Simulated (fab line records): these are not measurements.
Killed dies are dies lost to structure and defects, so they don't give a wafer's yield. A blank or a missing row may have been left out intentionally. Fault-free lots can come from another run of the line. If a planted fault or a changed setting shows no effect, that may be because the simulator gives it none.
Which tool did it?	flow sky130	12 lots with 36 wafers sampled at 4 steps, on a route of 708 steps

## WHAT EACH GAUGE READ, for each wafer
SKY_PAD_OPEN_BOW_MEAS_13. Usual: PAD_OPEN_BOW 47 um, standard deviation 8.8.
lot	measured	on	PAD_OPEN_BOW (um)	flag
L843	day 45 14:24	filmMetro-04	62 43 61	
L844	day 45 18:41	filmMetro-01	55 42 53	
L845	day 46 05:19	filmMetro-01	39 42 45	
L846	day 46 10:50	filmMetro-01	37 42 46	
L847	day 46 22:57	filmMetro-01	46 49 51	
L851	day 47 18:52	filmMetro-04	39 39 51	
L856	day 49 08:46	filmMetro-03	44 35 31	
L858	day 49 14:28	filmMetro-01	45 38 33	
L863	day 50 08:52	filmMetro-03	51 56 49	
L864	day 50 10:46	filmMetro-04	50 54 38	
L865	day 50 22:40	filmMetro-04	54 56 45	
L866	day 51 02:12	filmMetro-03	57 56 45	

## WHAT TOOL EACH LOT RAN ON (gives the tool, then ch and the chambers of the sampled wafers, and finally the start)
lot	SKY_VT_ADJUST_LVTN_STRIP_20	SKY_METAL4_STRIP_19	SKY_METAL5_SPUTTER_02
L843	plasmaAsher-02 ch 0,1, day 7 18:06	plasmaAsher-02 ch 0,1, day 41 15:06	pvdSputter-02, day 42 16:49
L844	plasmaAsher-02 ch 0,1, day 7 21:17	plasmaAsher-03 ch 0,1, day 41 18:41	pvdSputter-03, day 42 20:11
L845	plasmaAsher-01 ch 0,1, day 8 04:54	plasmaAsher-02 ch 0,1, day 42 06:44	pvdSputter-03, day 43 08:01
L846	plasmaAsher-01 ch 0,1, day 8 09:41	plasmaAsher-02 ch 0,1, day 42 14:13	pvdSputter-04, day 43 14:40
L847	plasmaAsher-03 ch 0,1, day 8 20:59	plasmaAsher-03 ch 0,1, day 43 04:55	pvdSputter-02, day 44 05:40
L851	plasmaAsher-03 ch 0,1, day 9 21:23	plasmaAsher-02 ch 0,1, day 44 02:32	pvdSputter-02, day 45 03:11
L856	plasmaAsher-02 ch 0, day 11 22:08	plasmaAsher-02 ch 1, day 45 22:47	pvdSputter-04, day 46 21:10
L858	plasmaAsher-03 ch 0,1, day 12 06:21	plasmaAsher-03 ch 0,1, day 46 05:50	pvdSputter-04, day 47 03:42
L863	plasmaAsher-01 ch 0,1, day 13 11:20	plasmaAsher-01 ch 0,1, day 47 03:20	pvdSputter-02, day 48 01:34
L864	plasmaAsher-01 ch 0,1, day 13 16:15	plasmaAsher-01 ch 0,1, day 47 04:54	pvdSputter-02, day 48 03:59
L865	plasmaAsher-02 ch 0,1, day 14 04:21	plasmaAsher-02 ch 0,1, day 47 19:47	pvdSputter-03, day 48 17:41
L866	plasmaAsher-03 ch 0,1, day 14 07:29	plasmaAsher-02 ch 0,1, day 48 00:24	pvdSputter-02, day 48 20:49
- SKY_VT_ADJUST_LVTN_STRIP_20: strips in O2/N2.
- SKY_METAL4_STRIP_19: strips in O2/N2.
- SKY_METAL5_SPUTTER_02: material AlCu, target thk 1150 nm, time 61.2 s.

## AS READ BY THE TOOLS THEMSELVES (means over the sampled wafers that have a number; for cases with no such wafer, the mark the record gives instead)
SKY_VT_ADJUST_LVTN_STRIP_20. Usual: drypumpMotorCurrentA 5.5 A, standard deviation 0.56; oesProductAu 0.716 a.u., standard deviation 0.0043; stripTimeToEndpointS 14.17 s, standard deviation 0.031.
lot	tool	drypumpMotorCurrentA (A)	oesProductAu (a.u.)	stripTimeToEndpointS (s)	flag
L843	plasmaAsher-02	5.7	0.716	14.18	
L844	plasmaAsher-02	5.7	0.714	14.17	
L845	plasmaAsher-01	5.8	0.714	14.19	
L846	plasmaAsher-01	5.2	0.712	14.22	
L847	plasmaAsher-03	5.6	0.715	14.14	
L851	plasmaAsher-03	5.3	0.718	14.21	
L856	plasmaAsher-02	5.7	0.715	14.17	
L858	plasmaAsher-03	5.3	0.717	14.20	
L863	plasmaAsher-01	5.7	0.720	14.17	
L864	plasmaAsher-01	5.7	0.717	14.18	
L865	plasmaAsher-02	5.7	0.715	14.17	
L866	plasmaAsher-03	5.6	0.717	14.16	

SKY_METAL4_STRIP_19. Usual: drypumpMotorCurrentA 5.6 A, standard deviation 0.42; oesProductAu 0.505 a.u., standard deviation 0.0054; stripTimeToEndpointS 6.59 s, standard deviation 0.09.
lot	tool	drypumpMotorCurrentA (A)	oesProductAu (a.u.)	stripTimeToEndpointS (s)	flag
L843	plasmaAsher-02	5.6	0.508	6.73	
L844	plasmaAsher-03	5.3	0.498	6.46	
L845	plasmaAsher-02	5.7	0.505	6.58	
L846	plasmaAsher-02	5.7	0.504	6.55	
L847	plasmaAsher-03	5.3	0.506	6.64	
L851	plasmaAsher-02	5.7	0.509	6.68	
L856	plasmaAsher-02	5.6	0.503	6.47	
L858	plasmaAsher-03	5.6	0.497	6.46	
L863	plasmaAsher-01	5.2	0.501	6.52	
L864	plasmaAsher-01	5.8	0.505	6.59	
L865	plasmaAsher-02	5.7	0.507	6.55	
L866	plasmaAsher-02	5.7	0.510	6.65	

SKY_METAL5_SPUTTER_02. Usual: 30.0 % for throttleValvePct, sd 0.78.
lot	tool	throttleValvePct (%)	flag
L843	pvdSputter-02	29.8	
L844	pvdSputter-03	29.5	
L845	pvdSputter-03	30.3	
L846	pvdSputter-04	29.8	
L847	pvdSputter-02	30.2	
L851	pvdSputter-02	30.2	
L856	pvdSputter-04	30.0	
L858	pvdSputter-04	29.8	
L863	pvdSputter-02	30.4	
L864	pvdSputter-02	30.4	
L865	pvdSputter-03	29.6	
L866	pvdSputter-02	30.0	

## THE ANSWER, worked out from the rows above alone
Rule: lot off if the mean of its wafers having a number is beyond 3 standard deviations from the usual mean. A lot without any number at a reading at which 4 lots or more have one is off too. The other lots that the step has rows for count as sound. The gauges are gone through in route order, then the tools' own readings, and for those a lot's mean is taken as printed above. At the first step where some lot is off, the reading lying furthest off is the one used; lots without a number count as furthest.
Nothing can be told from this: no lot is off at any reading shown.

## WHAT HAD BEEN PUT IN BY THE SIMULATOR
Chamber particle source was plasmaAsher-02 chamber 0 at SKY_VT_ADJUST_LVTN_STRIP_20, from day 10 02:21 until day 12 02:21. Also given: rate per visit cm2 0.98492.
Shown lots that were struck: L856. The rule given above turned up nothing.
